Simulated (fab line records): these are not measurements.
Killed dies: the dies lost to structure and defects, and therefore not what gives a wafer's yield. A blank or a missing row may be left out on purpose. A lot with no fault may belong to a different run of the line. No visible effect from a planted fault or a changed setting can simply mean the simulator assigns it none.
Code-filled problem report in 8D (eight disciplines) form | flow sky130 | the parts of the form that need people (team, actions taken, sign-off) are left out

## 1. PROBLEM STATEMENT
At SKY_LOCAL_INTERCONNECT_COAT_05, spin_speed_rpm averages 2677.8 rpm over 6 wafers from 2 lots, while fault-free wafers read 3000.0 rpm, standard deviation 2.1. That is -99 or more standard deviations from the usual mean.
The step: resist thk 60 nm.
First observed at day 35 03:22: wafer L802.1, on litho_track-03. The record has a number at this step for 36 wafers belonging to 12 lots. By rule, "out" or "out of limits" means more than 4 standard deviations away from the usual mean. All remaining wafers that have a number are taken as sound.

## 2. WHAT IT IS, WHAT IT ISN'T
question                    | is                     | is not
which readings at this step | spin_speed_rpm         | -
which lots                  | L801, L802             | L786, L788, L791, L792, L793, L794, L797, L804, L805, L807
which wafers of those lots  | all that have a number | -
read on which tools         | litho_track-03         | litho_track-01, litho_track-02
when                        | from day 35 03:22      | up to then (21 sound wafers); but 9 sound wafers of L804, L805, L807 came after

## 3. THE SUSPECTS, EACH WITH WHAT RULES IT OUT
Counting: any tool at a process step up to the reading is kept as a suspect provided that every lot that is out went through it and no sound lot did after the first of them.
- litho_track-03 at SKY_LOCAL_INTERCONNECT_COAT_05 (resist thk 60 nm): kept. It processed each lot that is out, first L802 at day 35 03:22, and no sound lot thereafter; up to then, the last sound lot it processed was L797 at day 34 05:28. Its own readings are out on those wafers: spin_speed_rpm.
Left after counting: litho_track-03 at SKY_LOCAL_INTERCONNECT_COAT_05.

## 4. THE CAUSE (what the simulator had put in)
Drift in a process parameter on litho_track-03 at SKY_LOCAL_INTERCONNECT_COAT_05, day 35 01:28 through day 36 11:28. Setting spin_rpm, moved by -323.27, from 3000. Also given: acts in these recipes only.
After counting, this tool was the only one left.

## 5. THE EFFECT CHAIN, in route order
Rows list readings where the struck wafers' mean (over those with a number) sits beyond 3 standard deviations from the usual. Only readings for which the record gives a usual standard deviation are gone through. hours: the time from each lot's start at the first step in this table that gives one to its start at this step, as a median over the lots. sigmas: the change in usual standard deviations.
hours | step                           | reading        | usual      | on struck wafers | change | sigmas
0     | SKY_LOCAL_INTERCONNECT_COAT_05 | spin_speed_rpm | 3000.0 rpm | 2677.8           | -322.2 | -99 or more
15    | SKY_LOCAL_INTERCONNECT_ETCH_13 | oes_product_au | 0.854 a.u. | 0.882            | +0.028 | +5.9
Its process steps:
- SKY_LOCAL_INTERCONNECT_COAT_05: resist thk 60 nm.
- SKY_LOCAL_INTERCONNECT_ETCH_13: etches BARC in N2/H2, stops on SiO2, time 45.9 s, target depth 60 nm.
At these later measuring or inspecting steps, every struck wafer for which the step has a row has a number for every such reading, and none has moved that far: SKY_LOCAL_INTERCONNECT_OVL_MEAS_12.

## 6. WHAT WOULD HAVE CAUGHT IT SOONER
The fault began at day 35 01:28; the first out-of-limits reading in this record came at day 35 03:22, 2 hours later.
